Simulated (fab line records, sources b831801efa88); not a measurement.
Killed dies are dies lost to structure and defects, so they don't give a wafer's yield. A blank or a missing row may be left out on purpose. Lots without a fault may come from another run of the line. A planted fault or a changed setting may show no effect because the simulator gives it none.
fab line records | flow sky130
record lots=12 wafers=36 last_day=50
route steps=708 shown VIA3@585 METAL4@626 VIA4@641 PAD_OPEN@708
lots that met no fault: from a run of the same line without faults
start_h: hours from the record's first day to the start of the lot's first wafer shown | wait_h: hours since the lot's step before | " the same as in the row above | L1.1+2: a row that stands for several wafers | - no value, or no start given | * or withheld: withheld | < > ~ a bound
route shown NAME@n: a module of which the file shows steps, and the number in the route of the first | usual: mean/standard deviation of fault-free wafers | same: alike in all rows | chamber/n: place in a boat | sites: the reading at each site | _std_site: their standard deviation | _edge_site: outer sites' mean less inner sites' | radius_mm: how far each site lies from the wafer's centre | mask NAME#n: copy n | behind: the tool/chamber that last shaped the wafer | hold: why the lot was held/for how many hours/how that ended | device: the transistor (n, p or np) that didn't switch | end of line: the same wafers' tests at the end of the route | a step without rows: its recipe alone | killed: dies lost to structure and defects at the first sort, not the wafer's yield | map: a wafer's dies, x killed, . not, _ none there
set.NAME: the setting as run; set.NAME@STEP: as run at that earlier step | model.NAME: the simulator's own value behind a step, which no gauge read
steps of the route over a sample of lots; a table a step, a row a wafer
services: from which hour (start_h, from the record's first day; less than 0 if before it) a tool's chamber was out of use, for how many hours, and why
## steps
# step SKY_VIA3_CD_MEAS_12
# recipe target_cd_nm=200
# usual cd_nm=199.7/1.4
# columns lot.wafer tool chamber start_h wait_h cd_nm
L869.2 cd_sem-02 - 922.03 - 201.3
L869.4 " - " " 200.1
L869.5 " - " " 200.6
L870.1 cd_sem-02 - 930.91 - 201.4
L870.4 " - " " 201.6
L870.5 " - " " 201.2
L871.3 cd_sem-01 - 947.20 - 202.7
L871.4 " - " " 201.7
L871.6 " - " " 200.9
L873.2 cd_sem-02 - 956.23 - 199.3
L873.3 " - " " 197.5
L873.4 " - " " 198.4
L874.1 cd_sem-02 - 965.01 - 200.8
L874.4 " - " " 199.6
L874.5 " - " " 200.5
L877.1 cd_sem-01 - 988.01 - 200.3
L877.3 " - " " 200.3
L877.6 " - " " 202.0
L880.2 cd_sem-02 - 1008.53 - 199.0
L880.4 " - " " 199.1
L880.5 " - " " 199.6
L881.2 cd_sem-01 - 1017.67 - 195.8
L881.4 " - " " 198.0
L881.5 " - " " 198.6
L882.2 cd_sem-01 - 1018.37 - 200.0
L882.3 " - " " 202.3
L882.5 " - " " 201.9
L883.1 cd_sem-01 - 1028.61 - 201.0
L883.4 " - " " 198.9
L883.5 " - " " 200.2
L888.2 cd_sem-01 - 1059.72 - 200.6
L888.3 " - " " 200.8
L888.5 " - " " 199.7
L892.1 cd_sem-02 - 1084.16 - 198.9
L892.3 " - " " 199.4
L892.5 " - " " 200.0
# step SKY_VIA3_CVD_21
# recipe material=W target_thk_nm=390 time_s=117.31 temp_c=400 pressure_torr=40
# usual heater_power_w=819/35
# columns lot.wafer tool chamber start_h wait_h heater_power_w
L869.2 cvd_w-01 0 922.93 0.0 858
L869.4 " 0 " " 851
L869.5 " 0 " " 822
L870.1 cvd_w-02 1 931.84 0.0 795
L870.4 " 1 " " 809
L870.5 " 0 " " 852
L871.3 cvd_w-02 1 948.23 0.1 815
L871.4 " 0 " " 876
L871.6 " 1 " " 787
L873.2 cvd_w-01 0 957.12 0.0 826
L873.3 " 0 " " 854
L873.4 " 1 " " 774
L874.1 cvd_w-02 1 965.92 0.0 787
L874.4 " 0 " " 855
L874.5 " 0 " " 855
L877.1 cvd_w-02 0 988.93 0.0 854
L877.3 " 1 " " 777
L877.6 " 0 " " 860
L880.2 cvd_w-01 1 1009.48 0.0 779
L880.4 " 0 " " 856
L880.5 " 0 " " 847
L881.2 cvd_w-02 1 1018.57 0.0 796
L881.4 " 0 " " 863
L881.5 " 1 " " 795
L882.2 cvd_w-01 1 1019.27 0.0 762
L882.3 " 1 " " 785
L882.5 " 1 " " 781
L883.1 cvd_w-02 1 1029.56 0.0 811
L883.4 " 0 " " 875
L883.5 " 1 " " 770
L888.2 cvd_w-02 0 1060.62 0.0 838
L888.3 " 1 " " 811
L888.5 " 1 " " 785
L892.1 cvd_w-02 1 1085.07 0.0 787
L892.3 " 0 " " 856
L892.5 " 1 " " 795
# step SKY_METAL4_EXPOSE_10
# recipe mask_id=MM4 na=0.68 source_shape=annular sigma_inner=0.4 sigma_outer=0.8 target_cd_nm=300 dose_mj=28
# usual stage_vel_mm_s=499.99/0.26
# same na=0.68
# columns lot.wafer tool chamber start_h wait_h mask stage_vel_mm_s
L869.2 krf_scanner-02 0 961.42 - MM4#0 499.88
L869.4 " 0 " " MM4#0 500.05
L869.5 " 0 " " MM4#0 499.97
L870.1 krf_scanner-02 0 968.83 - MM4#0 499.86
L870.4 " 0 " " MM4#0 500.13
L870.5 " 0 " " MM4#0 499.76
L871.3 krf_scanner-01 0 985.52 - MM4#0 500.18
L871.4 " 0 " " MM4#0 500.03
L871.6 " 0 " " MM4#0 499.94
L873.2 krf_scanner-01 0 993.91 - MM4#0 500.07
L873.3 " 0 " " MM4#0 499.89
L873.4 " 0 " " MM4#0 499.76
L874.1 krf_scanner-01 0 1002.51 - MM4#0 499.86
L874.4 " 0 " " MM4#0 500.22
L874.5 " 0 " " MM4#0 500.63
L877.1 krf_scanner-02 0 1025.98 - MM4#0 499.63
L877.3 " 0 " " MM4#0 500.21
L877.6 " 0 " " MM4#0 499.77
L880.2 krf_scanner-02 0 1044.92 - MM4#0 499.75
L880.4 " 0 " " MM4#0 499.41
L880.5 " 0 " " MM4#0 500.13
L881.2 krf_scanner-02 0 1052.96 - MM4#0 499.84
L881.4 " 0 " " MM4#0 499.91
L881.5 " 0 " " MM4#0 500.77
L882.2 krf_scanner-02 0 1054.13 - MM4#0 499.85
L882.3 " 0 " " MM4#0 500.44
L882.5 " 0 " " MM4#0 499.82
L883.1 krf_scanner-01 0 1064.68 - MM4#0 499.74
L883.4 " 0 " " MM4#0 499.97
L883.5 " 0 " " MM4#0 499.99
L888.2 krf_scanner-02 0 1093.95 - MM4#0 499.71
L888.3 " 0 " " MM4#0 500.16
L888.5 " 0 " " MM4#0 500.20
L892.1 krf_scanner-01 0 1116.89 - MM4#0 499.69
L892.3 " 0 " " MM4#0 499.94
L892.5 " 0 " " MM4#0 499.80
# step SKY_METAL4_CD_MEAS_13
# recipe target_cd_nm=300
# usual cd_nm=301.0/1.4
# columns lot.wafer tool chamber start_h wait_h cd_nm
L869.2 cd_sem-01 - 973.78 - 301.8
L869.4 " - " " 300.9
L869.5 " - " " 301.6
L870.1 cd_sem-02 - 980.76 - 301.7
L870.4 " - " " 300.7
L870.5 " - " " 301.2
L871.3 cd_sem-01 - 996.76 - 301.3
L871.4 " - " " 298.6
L871.6 " - " " 301.6
L873.2 cd_sem-01 - 1005.22 - 299.8
L873.3 " - " " 300.9
L873.4 " - " " 299.2
L874.1 cd_sem-02 - 1013.75 - 300.8
L874.4 " - " " 298.6
L874.5 " - " " 298.5
L877.1 cd_sem-02 - 1036.91 - 302.2
L877.3 " - " " 302.3
L877.6 " - " " 302.2
L880.2 cd_sem-02 - 1055.77 - 299.7
L880.4 " - " " 300.6
L880.5 " - " " 300.7
L881.2 cd_sem-02 - 1063.16 - 301.0
L881.4 " - " " 301.3
L881.5 " - " " 301.4
L882.2 cd_sem-02 - 1064.92 - 210.5
L882.3 " - " " 210.9
L882.5 " - " " 302.3
L883.1 cd_sem-02 - 1074.85 - 302.4
L883.4 " - " " 301.5
L883.5 " - " " 301.1
L888.2 cd_sem-02 - 1103.91 - 213.8
L888.3 " - " " 212.8
L888.5 " - " " 298.1
L892.1 cd_sem-02 - 1126.66 - 300.5
L892.3 " - " " 303.9
L892.5 " - " " 301.8
# step SKY_VIA4_CMP_02
# recipe material=SiO2 down_force_psi=4 platen_rpm=60 pad_velocity_m_s=0.94248
# usual motor_current_A=11.0/1.2 platen_rpm=59.99/0.037 retaining_ring_pressure_frac=1.000/0.0049
# columns lot.wafer tool chamber start_h wait_h motor_current_A platen_rpm retaining_ring_pressure_frac
L869.2 cmp-01 3 975.70 0.1 11.5 59.98 0.994
L869.4 " 0 " " 9.7 60.04 0.991
L869.5 " 1 " " 11.5 59.94 1.002
L870.4 cmp-01 0 982.52 0.1 10.5 60.04 1.001
L870.1 " 2 " " 9.0 59.93 0.999
L870.5 " 0 " " 11.0 59.95 0.999
L871.3 cmp-02 0 998.42 0.1 9.4 60.01 1.001
L871.4 " 1 " " 12.6 59.98 1.003
L871.6 " 2 " " 11.2 60.00 1.000
L873.3 cmp-01 3 1006.59 0.0 11.2 59.98 0.992
L873.2 " 0 " " 10.3 60.02 0.998
L873.4 " 1 " " 11.4 59.94 1.007
L874.4 cmp-01 3 1015.07 0.0 11.0 60.00 1.002
L874.1 " 2 " " 9.6 60.05 1.000
L874.5 " 0 " " 10.3 60.01 1.002
L877.1 cmp-02 1 1038.60 0.2 13.0 59.94 1.002
L877.3 " 3 " " 11.3 59.94 0.995
L877.6 " 1 " " 12.9 60.02 1.003
L880.2 cmp-02 0 1057.07 0.0 9.2 60.00 0.990
L880.4 " 2 " " 10.5 59.93 0.989
L880.5 " 0 " " 9.5 60.00 0.998
L881.2 cmp-02 0 1064.82 0.4 9.2 59.99 0.992
L881.4 " 2 " " 10.9 59.94 1.004
L881.5 " 0 " " 9.0 60.01 1.001
L882.5 cmp-02 1 1066.47 0.3 13.6 59.94 0.996
L883.4 cmp-02 1 1076.22 0.1 12.5 60.01 0.994
L883.1 " 2 " " 11.3 59.97 0.999
L883.5 " 0 " " 9.4 60.03 0.989
L888.5 cmp-01 1 1105.69 0.3 11.3 60.04 1.000
L892.1 cmp-02 3 1128.03 0.1 11.4 59.98 1.001
L892.3 " 0 " " 9.2 59.99 0.997
L892.5 " 2 " " 11.5 60.03 0.999
# step SKY_PAD_OPEN_PROBE_99
# usual defect_limited_yield=82.7/2 killed_at_M0_to_M3=42/7.7 killed_at_M4_up=3.1/1.9 killed_at_contacts=24/4.9 killed_at_front_end=15/4.6 killed_at_other=0.3/0.51 killed_dies=85/9.9 killed_on_rim=17/4.1 killed_open=47/7.1 killed_short=38/6.7 sort_bin_3_pad_short=0.9/0.46 sort_bin_5_function=10.1/1.5 sort_bin_6_memory=6.3/1.1 sort_n_pass=407/9.9 sort_yield_pct=82.7/2
# same gross_dies=492 killed_at_back_side=0 sort_bin_4_leakage[%]=0 sort_bin_8_speed[%]=0
# columns lot.wafer tool chamber start_h wait_h defect_limited_yield[%] killed_at_M0_to_M3 killed_at_M4_up killed_at_contacts killed_at_front_end killed_at_other killed_dies killed_on_rim killed_open killed_short sort_bin_3_pad_short[%] sort_bin_5_function[%] sort_bin_6_memory[%] sort_n_pass sort_yield_pct[%]
L869.2 prober-02 - 1071.72 0.1 80.5 48 1 25 22 0 96 19 60 36 1.4 11.6 6.5 396 80.5
L869.4 prober-02 - 1071.82 0.2 79.9 55 5 25 14 0 99 20 44 55 1.0 12.8 6.3 393 79.9
L869.5 prober-02 - 1071.87 0.2 82.3 42 5 31 9 0 87 19 44 43 1.0 9.3 7.3 405 82.3
L871.3 prober-01 - 1090.96 0.2 86.2 33 3 19 13 0 68 8 37 31 1.6 8.5 3.7 424 86.2
L871.4 prober-01 - 1091.01 0.2 82.3 56 1 17 13 0 87 20 40 47 1.4 9.3 6.9 405 82.3
L871.6 prober-01 - 1091.11 0.2 81.3 56 0 26 10 0 92 20 60 32 1.2 10.4 7.1 400 81.3
L873.2 prober-01 - 1098.47 0.1 83.3 37 0 29 16 0 82 14 48 33 2.0 7.9 6.7 410 83.3
L873.3 prober-01 - 1098.52 0.2 84.6 41 2 26 7 0 76 14 36 39 0.8 9.8 4.9 416 84.6
L873.4 prober-01 - 1098.57 0.2 84.6 42 3 18 13 0 76 20 43 33 0.6 7.5 7.3 416 84.6
L877.1 prober-01 - 1126.38 0.1 82.9 49 3 22 10 0 84 16 50 34 1.4 8.7 6.9 408 82.9
L877.3 prober-01 - 1126.48 0.2 81.3 49 0 28 13 2 92 20 49 43 1.0 10.4 7.3 400 81.3
L877.6 prober-01 - 1126.63 0.2 85.6 36 4 20 11 0 71 11 42 29 0.6 8.5 5.3 421 85.6
L881.2 prober-01 - 1149.39 0.1 82.5 45 3 23 15 0 86 7 53 32 1.2 10.4 5.9 406 82.5
L881.4 prober-01 - 1149.49 0.2 84.3 39 2 17 19 0 77 17 46 29 0.6 8.5 6.5 415 84.3
L881.5 prober-01 - 1149.54 0.2 83.5 42 2 18 19 0 81 14 49 32 0.2 10.6 5.7 411 83.5
L882.2 prober-02 - 1150.58 0.1 0 35 417 30 10 0 492 96 45 32 0.4 94.1 5.5 0 0
L882.3 prober-02 - 1150.63 0.2 0.2 32 410 30 18 1 491 95 47 34 0.6 91.7 7.5 1 0.2
L882.5 prober-02 - 1150.73 0.2 82.3 35 5 35 12 0 87 19 52 35 0.8 11.0 5.9 405 82.3
L883.1 prober-01 - 1159.45 0.1 81.5 36 8 32 14 1 91 16 57 34 1.4 11.2 5.9 401 81.5
L883.4 prober-01 - 1159.60 0.2 82.5 31 0 30 24 1 86 13 42 43 0.6 11.2 5.7 406 82.5
L883.5 prober-01 - 1159.65 0.2 83.7 38 5 21 16 0 80 21 39 41 0.2 10.2 5.9 412 83.7
L888.2 prober-02 - 1183.23 0.1 0.2 39 425 18 9 0 491 95 41 30 0.2 92.5 7.1 1 0.2
L888.3 prober-02 - 1183.28 0.2 0 45 410 23 13 1 492 96 51 40 0.8 92.9 6.3 0 0
L888.5 prober-02 - 1183.38 0.2 84.3 39 1 20 16 1 77 17 40 37 0.6 8.3 6.7 415 84.3
# killed by level:class
L869.2 CONTACT:geometric_particle:open=12 VIA1:geometric_particle:open=10 VIA3:geometric_particle:open=9 METAL1:geometric_particle:short=8 LI_CONTACT:geometric_particle:open=7 VIA1:geometric_particle:short=6 FIELD_ISO:geometric_particle:open=5 POLY_GATE:geometric_particle:open=5
L869.4 CONTACT:geometric_particle:open=9 VIA1:geometric_particle:short=9 VIA1:geometric_particle:open=8 CONTACT:geometric_particle:short=7 METAL2:geometric_particle:short=7 METAL1:geometric_particle:short=7 LI_CONTACT:geometric_particle:open=6 VIA2:geometric_particle:open=6
L869.5 CONTACT:geometric_particle:open=11 VIA1:geometric_particle:open=9 CONTACT:geometric_particle:short=8 VIA2:geometric_particle:open=6 VIA3:geometric_particle:short=5 METAL1:geometric_particle:short=5 POLY_GATE:geometric_particle:short=4 LI_CONTACT:geometric_particle:open=4
L871.3 CONTACT:geometric_particle:open=10 VIA1:geometric_particle:open=9 METAL1:geometric_particle:short=5 VIA2:geometric_particle:open=5 METAL2:geometric_particle:short=4 LI_CONTACT:geometric_particle:open=4 FIELD_ISO:geometric_particle:short=3 VIA1:geometric_particle:short=3
L871.4 VIA1:geometric_particle:open=11 METAL2:geometric_particle:short=10 VIA3:geometric_particle:short=8 METAL1:geometric_particle:short=8 CONTACT:geometric_particle:open=6 LI_CONTACT:geometric_particle:open=5 VIA2:geometric_particle:open=5 FIELD_ISO:geometric_particle:short=4
L871.6 VIA1:geometric_particle:open=15 CONTACT:geometric_particle:open=12 VIA2:geometric_particle:open=8 VIA1:geometric_particle:short=7 VIA3:geometric_particle:open=7 LI_CONTACT:geometric_particle:open=6 METAL1:geometric_particle:short=6 CONTACT:geometric_particle:short=4
L873.2 CONTACT:geometric_particle:open=14 CONTACT:geometric_particle:short=8 VIA1:geometric_particle:open=8 VIA2:geometric_particle:open=7 FIELD_ISO:geometric_particle:open=5 VIA2:geometric_particle:short=5 VIA3:geometric_particle:open=4 METAL2:geometric_particle:short=4
L873.3 CONTACT:geometric_particle:open=9 VIA3:geometric_particle:open=8 CONTACT:geometric_particle:short=7 VIA3:geometric_particle:short=6 LI_CONTACT:geometric_particle:open=5 VIA1:geometric_particle:open=5 METAL3:geometric_particle:short=5 METAL1:geometric_particle:short=4
L873.4 VIA1:geometric_particle:open=12 CONTACT:geometric_particle:open=9 VIA3:geometric_particle:open=7 VIA2:geometric_particle:open=6 METAL2:geometric_particle:short=6 FIELD_ISO:geometric_particle:short=5 CONTACT:geometric_particle:short=4 VIA3:geometric_particle:short=4
L877.1 VIA3:geometric_particle:open=12 LI_CONTACT:geometric_particle:open=9 METAL1:geometric_particle:short=9 VIA1:geometric_particle:open=7 CONTACT:geometric_particle:open=6 LOCAL_INTERCONNECT:geometric_particle:short=5 METAL2:geometric_particle:short=4 FIELD_ISO:geometric_particle:open=3
L877.3 LI_CONTACT:geometric_particle:open=11 VIA1:geometric_particle:open=10 VIA1:geometric_particle:short=10 CONTACT:geometric_particle:open=8 METAL1:geometric_particle:short=5 METAL2:geometric_particle:short=5 FIELD_ISO:geometric_particle:short=4 POLY_GATE:geometric_particle:open=4
L877.6 VIA1:geometric_particle:open=13 CONTACT:geometric_particle:open=9 METAL1:geometric_particle:short=7 VIA3:geometric_particle:open=6 LOCAL_INTERCONNECT:geometric_particle:short=5 CONTACT:geometric_particle:short=4 FIELD_ISO:geometric_particle:open=3 POLY_GATE:geometric_particle:short=3
L881.2 VIA1:geometric_particle:open=18 CONTACT:geometric_particle:open=8 LI_CONTACT:geometric_particle:open=7 METAL2:geometric_particle:short=7 VIA1:geometric_particle:short=6 FIELD_ISO:geometric_particle:open=5 FIELD_ISO:geometric_particle:short=4 VIA3:geometric_particle:open=4
L881.4 VIA1:geometric_particle:open=13 CONTACT:geometric_particle:open=9 FIELD_ISO:geometric_particle:short=5 FIELD_ISO:geometric_particle:open=5 VIA3:geometric_particle:open=5 POLY_GATE:geometric_particle:short=4 LI_CONTACT:geometric_particle:open=4 METAL2:geometric_particle:short=4
L881.5 VIA1:geometric_particle:open=13 FIELD_ISO:geometric_particle:short=7 LI_CONTACT:geometric_particle:open=7 FIELD_ISO:geometric_particle:open=6 CONTACT:geometric_particle:open=6 VIA2:geometric_particle:open=6 METAL1:geometric_particle:short=4 VIA2:geometric_particle:short=4
L882.2 METAL4:area_expose=415 CONTACT:geometric_particle:open=14 VIA1:geometric_particle:open=11 CONTACT:geometric_particle:short=7 LI_CONTACT:geometric_particle:open=5 POLY_GATE:geometric_particle:open=4 VIA1:geometric_particle:short=4 VIA2:geometric_particle:short=4
L882.3 METAL4:area_expose=410 CONTACT:geometric_particle:open=13 LI_CONTACT:geometric_particle:open=8 POLY_GATE:geometric_particle:short=7 VIA1:geometric_particle:open=7 VIA3:geometric_particle:open=6 FIELD_ISO:geometric_particle:short=5 VIA2:geometric_particle:open=5
L882.5 CONTACT:geometric_particle:open=15 VIA1:geometric_particle:open=10 LI_CONTACT:geometric_particle:open=6 CONTACT:geometric_particle:short=5 METAL1:geometric_particle:short=5 VIA2:geometric_particle:open=5 FIELD_ISO:geometric_particle:short=4 LI_CONTACT:geometric_particle:short=4
L883.1 CONTACT:geometric_particle:open=12 LI_CONTACT:geometric_particle:open=10 VIA1:geometric_particle:open=8 VIA3:geometric_particle:open=7 POLY_GATE:geometric_particle:short=5 VIA1:geometric_particle:short=5 VIA2:geometric_particle:open=5 LI_CONTACT:geometric_particle:short=4
L883.4 VIA1:geometric_particle:open=8 POLY_GATE:geometric_particle:open=7 LI_CONTACT:geometric_particle:open=7 CONTACT:geometric_particle:open=7 LOCAL_INTERCONNECT:geometric_particle:short=6 CONTACT:geometric_particle:short=6 METAL1:geometric_particle:short=6 FIELD_ISO:geometric_particle:short=4
L883.5 LOCAL_INTERCONNECT:geometric_particle:short=8 METAL2:geometric_particle:short=7 CONTACT:geometric_particle:open=6 METAL1:geometric_particle:short=6 VIA3:geometric_particle:open=6 FIELD_ISO:geometric_particle:open=5 LI_CONTACT:geometric_particle:open=5 VIA2:geometric_particle:open=5
L888.2 METAL4:area_expose=420 VIA1:geometric_particle:open=15 LI_CONTACT:geometric_particle:open=6 VIA1:geometric_particle:short=6 CONTACT:geometric_particle:open=5 VIA3:geometric_particle:open=5 CONTACT:geometric_particle:short=4 METAL4:geometric_particle:short=4
L888.3 METAL4:area_expose=401 VIA1:geometric_particle:open=9 CONTACT:geometric_particle:open=9 VIA1:geometric_particle:short=8 METAL2:geometric_particle:short=6 CONTACT:geometric_particle:short=5 LI_CONTACT:geometric_particle:open=5 VIA2:geometric_particle:open=5
L888.5 CONTACT:geometric_particle:open=9 POLY_GATE:geometric_particle:open=7 VIA1:geometric_particle:open=7 METAL1:geometric_particle:short=7 VIA1:geometric_particle:short=6 LI_CONTACT:geometric_particle:open=5 METAL3:geometric_particle:short=5 FIELD_ISO:geometric_particle:short=4
## services
# columns tool chamber start_h hours kind
cvd_w-02 - 904.00 14.0 pm
krf_scanner-01 - 905.45 1.0 pm
krf_scanner-02 - 915.06 2.4 repair
cmp-02 - 927.18 3.9 pm
krf_scanner-01 - 946.70 1.7 repair
krf_scanner-01 - 968.56 1.3 pm
krf_scanner-02 - 970.26 0.8 pm
krf_scanner-02 - 977.24 6.4 repair
krf_scanner-02 - 985.12 1.0 pm
cmp-02 - 986.51 2.3 repair
cvd_w-02 - 997.43 2.8 pm
krf_scanner-01 - 999.47 0.8 pm
krf_scanner-02 - 1005.60 0.3 repair
krf_scanner-02 - 1020.44 1.6 repair
krf_scanner-02 - 1026.80 2.8 repair
cmp-02 - 1032.89 0.8 repair
krf_scanner-01 - 1037.87 7.2 pm
cvd_w-02 - 1039.56 0.3 repair
krf_scanner-01 - 1045.07 4.4 pm
krf_scanner-02 - 1065.85 0.8 pm
krf_scanner-02 - 1070.75 1.3 pm
cmp-02 - 1072.80 0.5 repair
cmp-02 - 1078.46 4.0 pm
cvd_w-02 1 1088.42 6.9 repair
## key
first_sign step=SKY_METAL4_CD_MEAS_13 reading=cd_nm direction=down sigmas=63 usual=301.0 struck=212.0
effect step=SKY_PAD_OPEN_PROBE_99 reading=killed_at_M4_up direction=up sigmas=99+ usual=3.1 struck=415.5
more_kills_born_at SKY_METAL4_EXPOSE_10@krf_scanner-02=1646
met_at SKY_METAL4_EXPOSE_10
struck_lots L882,L888
struck_wafers L882.2,L882.3,L888.2,L888.3
later_rows_left_out L882.2,L882.3,L888.2,L888.3
not_acting_at SKY_VIA3_CD_MEAS_12,SKY_VIA3_CVD_21,SKY_VIA4_CMP_02
onset_between 1052.96 1054.13
fault kind=process_parameter_drift tool=krf_scanner-02 chamber=- onset_h=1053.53 steps=SKY_METAL4_EXPOSE_10 channel=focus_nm offset=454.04 shape=step end_h=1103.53 scope=struck_wafers_only
# later_rows_left_out: the simulator's readings of these wafers behind a module that went badly wrong aren't trusted and aren't shown, but for the sort
